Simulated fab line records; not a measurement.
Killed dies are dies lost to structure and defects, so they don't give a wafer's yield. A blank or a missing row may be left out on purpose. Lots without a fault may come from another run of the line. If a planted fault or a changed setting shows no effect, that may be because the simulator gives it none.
Chamber matching + flow sky130 + rie_diel-01 running SKY_FIELD_ISO_ETCH_14: 4 sister chambers
The step etches BARC in N2/H2, stops on SiO2, time 45.9 s, target depth 60 nm. 4 wafers are shown with their chamber, then 9 later ones without.

## WAFERS WITH THEIR CHAMBER
| wafer  | chamber | drypump_motor_current_A (A) |
|--------|---------|-----------------------------|
| L080.2 | 3       | 5.9                         |
| L086.1 | 2       | 5.7                         |
| L086.4 | 1       | 5.6                         |
| L086.5 | 0       | 6.2                         |

## WAFERS WITHOUT THEIR CHAMBER
| wafer  | drypump_motor_current_A (A) |
|--------|-----------------------------|
| L088.1 | 5.9                         |
| L088.3 | 6.2                         |
| L088.5 | 5.7                         |
| L089.1 | 6.2                         |
| L089.2 | 5.6                         |
| L089.5 | 6.2                         |
| L090.1 | 5.6                         |
| L090.2 | 6.3                         |
| L090.5 | 5.7                         |

## WHICH CHAMBER EACH WENT THROUGH
| wafer  | from the rows above | in truth |
|--------|---------------------|----------|
| L088.1 | 3                   | 3        |
| L088.3 | 0                   | 0        |
| L088.5 | 2                   | 2        |
| L089.1 | 0                   | 0        |
| L089.2 | 1                   | 1        |
| L089.5 | 0                   | 0        |
| L090.1 | 1                   | 1        |
| L090.2 | 0                   | 0        |
| L090.5 | 2                   | 2        |
9 of 9 placed correctly. Can't be placed from these rows: 0. 0 placed wrongly.
How it was worked out, from the rows above alone: a wafer's distance from a chamber is the root of the sum, over the readings, of the square of ((its reading less the chamber's mean) divided by the reading's scatter). If the next closest chamber is less than 2 further off than the closest, the wafer can't be placed; otherwise it belongs to the closest. A chamber's mean is the mean of its shown wafers. The scatter (one wafer shown for each chamber): square how far every hidden wafer sits from the nearest shown wafer, average those squares and take the square root.
